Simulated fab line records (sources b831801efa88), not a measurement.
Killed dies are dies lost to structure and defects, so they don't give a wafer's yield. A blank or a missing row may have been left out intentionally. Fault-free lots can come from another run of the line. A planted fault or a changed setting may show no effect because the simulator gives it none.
A lot that was struck, set against a sound lot ; flow sky130 ; 14 out of 708 route steps
Sound: wafers L341.1, L341.3, L341.5. Wafers struck: L348.2, L348.5, L348.6. The cause is given at the end.
Order at every step that has rows: each side's tool, ch and its chambers, its first start. Under that, the readings that differ: sound wafers ; struck wafers ; difference of the means ; sigmas: that difference in standard deviations of wafers without a fault.
alike: words and numbers the same on both sides, and readings whose means are apart by under 2 such deviations; not compared: readings that were withheld, readings missing a value for some wafer, numbers with overlapping values and no deviation given by the record, and bounds like >300 which may hide the same value.
Wherever a step has rows on one side only, a row that says differs or no value, or a row with sigmas, the two part there. Numbers that don't overlap but have no deviation are shown without sigmas and don't part them. A reading that every wafer of one side lacks parts them only if that side has two wafers or more.

first, 6 steps without rows for these wafers: SKY_LDD_N_HMDS_01 (prime time 60 s); SKY_LDD_N_COAT_02 (resist thk 300 nm); SKY_LDD_N_SOFTBAKE_03 (time 60 s); SKY_LDD_N_EXPOSE_04 (exposes mask NTM, target cd 840 nm); SKY_LDD_N_PEB_05; SKY_LDD_N_DEVELOP_06 (develop time 60 s).
SKY_LDD_N_OVL_MEAS_07:
  struck on overlay-02, day 27 12:13; sound on overlay-01, day 20 12:22
  alike: LDD_N_OVL
then, 5 steps without rows for these wafers: SKY_LDD_N_IMPLANT_08; SKY_LDD_N_IMPLANT_09; SKY_LDD_N_IMPLANT_10; SKY_LDD_N_IMPLANT_11; SKY_LDD_N_IMPLANT_12.
SKY_LDD_N_IMPLANT_13:
  sound on implanter-03 ch 0, day 20 13:09; struck on implanter-03, day 27 13:02
  no value came back on the struck wafers for beam energy keV, beam on s (s), tilt deg (degrees); on the sound wafers beam energy keV reads 50.030 50.041 50.010
after that, 1 step had no rows for these wafers: SKY_LDD_N_IMPLANT_14.

## WHERE THEY PART
Only at SKY_LDD_N_IMPLANT_13, within this record.

WHY: what had been put in by the simulator
Skipped step whole: implanter-03, from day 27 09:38 on, at SKY_LDD_N_IMPLANT_13. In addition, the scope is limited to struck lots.
